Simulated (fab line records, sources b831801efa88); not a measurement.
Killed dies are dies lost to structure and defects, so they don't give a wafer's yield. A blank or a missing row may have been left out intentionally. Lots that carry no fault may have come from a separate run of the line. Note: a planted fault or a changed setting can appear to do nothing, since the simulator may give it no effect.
Which of the tools did it? + flow sky130 + Sampling: 15 lots, 45 wafers, 4 of 708 route steps

## WHAT THE GAUGES SHOWED, per wafer
SKY_VIA3_THK_MEAS_01. Usual: VIA3_HDPCVD_THK gives 1635 nm (standard deviation 15).
| lot  | measured     | on            | VIA3_HDPCVD_THK (nm) | flag |
|------|--------------|---------------|----------------------|------|
| L639 | day 38 10:52 | film_metro-01 | 1651 1629 1655       |      |
| L640 | day 38 22:52 | film_metro-02 | 1629 1622 1653       |      |
| L641 | day 39 16:07 | film_metro-01 | 1634 1614 1632       |      |
| L645 | day 40 14:35 | film_metro-01 | 1611 1625 1630       |      |
| L646 | day 40 20:03 | film_metro-02 | 1640 1617 1622       |      |
| L648 | day 41 08:22 | film_metro-04 | 1653 1644 1647       |      |
| L649 | day 42 02:44 | film_metro-02 | 1608 1640 1618       |      |
| L650 | day 42 08:18 | film_metro-01 | 1626 1629 1628       |      |
| L651 | day 42 10:20 | film_metro-04 | 1612 1612 1623       |      |
| L652 | day 42 13:19 | film_metro-01 | 1620 1644 1643       |      |
| L657 | day 44 11:25 | film_metro-01 | 1616 1615 1642       |      |
| L658 | day 44 12:18 | film_metro-01 | 1637 1635 1645       |      |
| L659 | day 44 12:51 | film_metro-01 | 1634 1662 1640       |      |
| L660 | day 44 18:43 | film_metro-02 | 1641 1616 1636       |      |
| L661 | day 44 21:54 | film_metro-02 | 1638 1642 1626       |      |

SKY_VIA4_RS_MEAS_19: measures by four-point-probe. Usual: VIA4_W_RS gives 0.228 ohm/sq (standard deviation 0.0031).
| lot  | measured     | on            | VIA4_W_RS (ohm/sq) | flag |
|------|--------------|---------------|--------------------|------|
| L639 | day 42 16:20 | film_metro-01 | 0.225 0.224 0.225  |      |
| L640 | day 43 03:39 | film_metro-03 | 0.232 0.229 0.232  |      |
| L641 | day 43 18:31 | film_metro-01 | 0.229 0.225 0.228  |      |
| L645 | day 44 14:46 | film_metro-04 | 0.229 0.231 0.225  |      |
| L646 | day 44 22:20 | film_metro-03 | 0.228 0.234 0.227  |      |
| L648 | day 45 09:31 | film_metro-03 | 0.227 0.232 0.230  |      |
| L652 | day 46 10:01 | film_metro-04 | 0.223 0.230 0.224  |      |
| L657 | day 48 03:27 | film_metro-03 | 0.225 0.225 0.226  |      |
| L658 | day 48 04:20 | film_metro-01 | 0.227 0.231 0.232  |      |
| L659 | day 48 05:00 | film_metro-01 | 0.231 0.223 0.221  |      |
| L660 | day 48 10:25 | film_metro-03 | 0.225 0.226 0.226  |      |
| L661 | day 48 12:11 | film_metro-01 | 0.225 0.228 0.226  |      |

## WHAT TOOL EACH LOT RAN ON (gives the tool, then ch and the chambers of the sampled wafers, and finally the start)
| lot  | SKY_METAL4_ETCH_17                 | SKY_VIA4_SPUTTER_17          |
|------|------------------------------------|------------------------------|
| L639 | rie_diel-02 ch 0,1,3, day 41 14:30 | pvd_sputter-01, day 42 16:06 |
| L640 | rie_diel-03 ch 1,2, day 42 02:07   | pvd_sputter-01, day 43 03:26 |
| L641 | rie_diel-01 ch 0,1, day 42 16:55   | pvd_sputter-01, day 43 18:16 |
| L645 | rie_diel-03 ch 1,2,3, day 43 14:55 | pvd_sputter-02, day 44 14:32 |
| L646 | rie_diel-02 ch 0,2, day 43 22:07   | pvd_sputter-04, day 44 22:07 |
| L648 | rie_diel-01 ch 0,1,2, day 44 08:34 | pvd_sputter-02, day 45 09:17 |
| L649 | rie_diel-03 ch 1,2,3, day 45 01:37 | -                            |
| L650 | rie_diel-03 ch 0,2, day 45 05:21   | -                            |
| L651 | rie_diel-02 ch 0,3, day 45 08:34   | -                            |
| L652 | rie_diel-01 ch 0,2,3, day 45 11:07 | pvd_sputter-02, day 46 09:47 |
| L657 | rie_diel-02 ch 0,3, day 47 06:27   | pvd_sputter-04, day 48 03:13 |
| L658 | rie_diel-03 ch 0,1, day 47 07:09   | pvd_sputter-02, day 48 04:07 |
| L659 | rie_diel-02 ch 1,2, day 47 07:30   | pvd_sputter-01, day 48 04:45 |
| L660 | rie_diel-02 ch 0,1,3, day 47 12:58 | pvd_sputter-01, day 48 10:11 |
| L661 | rie_diel-03 ch 0,1,2, day 47 14:48 | pvd_sputter-02, day 48 11:57 |
- SKY_METAL4_ETCH_17: etches SiO2 in C4F8/O2/Ar, stops on TiN, time 3.9 s, target depth 15 nm.
- SKY_VIA4_SPUTTER_17: material TiN, target thk 20 nm, time 80 s.

## WHAT THE TOOLS THEMSELVES READ (means of the sampled wafers that have a number; where no wafer has one, the mark that the record gives instead)
SKY_METAL4_ETCH_17. Usual: bias_w 1200 W, standard deviation 3.9; chamber_pressure_mTorr 40.00 mTorr, standard deviation 0.034; oes_product_au 0.756 a.u., standard deviation 0.0071.
| lot  | tool        | bias_w (W) | chamber_pressure_mTorr (mTorr) | oes_product_au (a.u.) | flag |
|------|-------------|------------|--------------------------------|-----------------------|------|
| L639 | rie_diel-02 | 1197       | 40.01                          | 0.756                 |      |
| L640 | rie_diel-03 | 1204       | 40.02                          | 0.760                 |      |
| L641 | rie_diel-01 | 1201       | 39.98                          | 0.760                 |      |
| L645 | rie_diel-03 | 1203       | 40.05                          | 0.762                 |      |
| L646 | rie_diel-02 | 1199       | 39.99                          | 0.756                 |      |
| L648 | rie_diel-01 | 1198       | 40.02                          | 0.752                 |      |
| L649 | rie_diel-03 | -          | -                              | -                     | OFF  |
| L650 | rie_diel-03 | -          | -                              | -                     | OFF  |
| L651 | rie_diel-02 | -          | -                              | -                     | OFF  |
| L652 | rie_diel-01 | 1195       | 40.04                          | 0.759                 |      |
| L657 | rie_diel-02 | 1200       | 39.97                          | 0.761                 |      |
| L658 | rie_diel-03 | 1198       | 40.00                          | 0.758                 |      |
| L659 | rie_diel-02 | 1195       | 39.99                          | 0.757                 |      |
| L660 | rie_diel-02 | 1200       | 40.02                          | 0.755                 |      |
| L661 | rie_diel-03 | 1196       | 39.98                          | 0.761                 |      |

SKY_VIA4_SPUTTER_17. Usual: throttle_valve_pct reads 30.0 % (standard deviation 1.3).
| lot  | tool           | throttle_valve_pct (%) | flag |
|------|----------------|------------------------|------|
| L639 | pvd_sputter-01 | 29.6                   |      |
| L640 | pvd_sputter-01 | 29.9                   |      |
| L641 | pvd_sputter-01 | 30.0                   |      |
| L645 | pvd_sputter-02 | 28.9                   |      |
| L646 | pvd_sputter-04 | 31.3                   |      |
| L648 | pvd_sputter-02 | 28.7                   |      |
| L652 | pvd_sputter-02 | 29.4                   |      |
| L657 | pvd_sputter-04 | 31.6                   |      |
| L658 | pvd_sputter-02 | 28.6                   |      |
| L659 | pvd_sputter-01 | 29.3                   |      |
| L660 | pvd_sputter-01 | 30.0                   |      |
| L661 | pvd_sputter-02 | 29.3                   |      |

## THE ANSWER, worked out from the rows above alone
Rule: a lot counts as off when the mean over its wafers that have a number is more than 3 standard deviations away from the usual mean. Also off: a lot with no number at a reading for which 4 or more lots have one. Where the step has rows for the other lots, those lots are counted as sound. The gauges are gone through in route order, then the tools' own readings, and for those a lot's mean is taken as printed above. The first step at which some lot is off is used, and at that step the reading that is off furthest; a lot without a number counts as furthest.
Off: L649, L650, L651, at SKY_METAL4_ETCH_17 (bias_w). Without a number there: L649, L650, L651.
If a tool, at that step or one of the process steps before it, ran each lot that is off and ran no sound lot following the first of them, it fits. No candidate that was tried fits.

## WHAT WAS PUT IN BY THE SIMULATOR
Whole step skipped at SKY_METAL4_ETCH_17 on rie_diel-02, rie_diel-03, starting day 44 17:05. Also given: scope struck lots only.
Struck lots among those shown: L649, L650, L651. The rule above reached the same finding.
